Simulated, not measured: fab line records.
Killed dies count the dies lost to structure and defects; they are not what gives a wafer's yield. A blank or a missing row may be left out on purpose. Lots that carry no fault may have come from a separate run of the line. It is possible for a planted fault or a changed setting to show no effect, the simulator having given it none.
One fault through the eyes of 2 desks | flow gf180mcu | each desk has only its own numbers; what lay behind them comes last

== AT THE TOOL OWNER'S DESK: implanter-04 ==
The tool's own readings at GF_NSD_IMPLANT_09, given as means over the sampled wafers that have a number, one for each lot that went through this tool. Any lot whose mean is over 4 standard deviations away from the usual mean is out of limits and marked OUT; that distance is given in the brackets.
Columns: A = beam on s at GF_NSD_IMPLANT_09, usual 18.2 s; B = dose ions cm2 at GF_NSD_IMPLANT_09, usual 4e+15
lot  | first seen here | A               | B
L724 | day 14 04:58    | 17.0            | 4e+15
L731 | day 16 18:39    | 28.3 (+8.4) OUT | 7e+15 (+99 or more) OUT
L734 | day 17 19:23    | 28.3 (+8.4) OUT | 7e+15 (+99 or more) OUT
L743 | day 20 22:26    | 17.3            | 4e+15
Finding of this desk: L731, L734 out of limits; the first was L731 at day 16 18:39, on beam on s at GF_NSD_IMPLANT_09. In limits: L724, L743.

== AT THE METROLOGY DESK ==
What the gauges read, lot by lot, whatever tool the lot ran on: means of the sampled wafers that have a number. Any lot whose mean is over 4 standard deviations away from the usual mean is out of limits and marked OUT; that distance is given in the brackets.
Columns: A = NSD_RS at GF_PSD_RS_MEAS_14, usual 46.54 ohm/sq; B = M3_OVL at GF_M3_OVL_MEAS_15, usual -6 nm
lot  | first seen here | A               | B
L722 | day 14 12:54    | 46.50           | -0
L723 | day 15 00:55    | 46.44           | -1
L724 | day 15 01:58    | 46.45           | -0
L731 | day 17 18:16    | 44.75 (-20) OUT | -6
L733 | day 18 14:34    | 46.48           | 1
L734 | day 18 19:58    | 44.69 (-21) OUT | -8
L737 | day 20 02:19    | 46.50           | -5
L739 | day 20 12:36    | 46.51           | -8
L741 | day 21 09:16    | 46.50           | -7
L742 | day 21 15:43    | 46.56           | -8
L743 | day 21 23:05    | 46.66           | -7
L744 | day 22 07:27    | 46.51           | -8
This desk's finding: out of limits on L731, L734; first on L731, day 17 18:16 (NSD_RS at GF_PSD_RS_MEAS_14). In limits: L722, L723, L724, L733, L737, L739, L741, L742, L743, L744.

== BROUGHT TOGETHER ==
At day 16 18:39, on L731, L734, the tool owner's desk was in a position to raise an alarm.
The metrology desk could have raised an alarm at day 17 18:16, on L731, L734.
On implanter-04, each named lot ran GF_NSD_IMPLANT_09.

== WHAT THE SIMULATOR HAD INSERTED ==
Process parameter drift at GF_NSD_IMPLANT_09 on implanter-04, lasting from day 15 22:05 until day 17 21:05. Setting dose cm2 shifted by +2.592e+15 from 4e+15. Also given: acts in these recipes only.
Struck lots among those shown: L731, L734.
Time in hours from fault onset to the first out-of-limits reading at each desk: tool owner's desk 21, metrology desk 44.
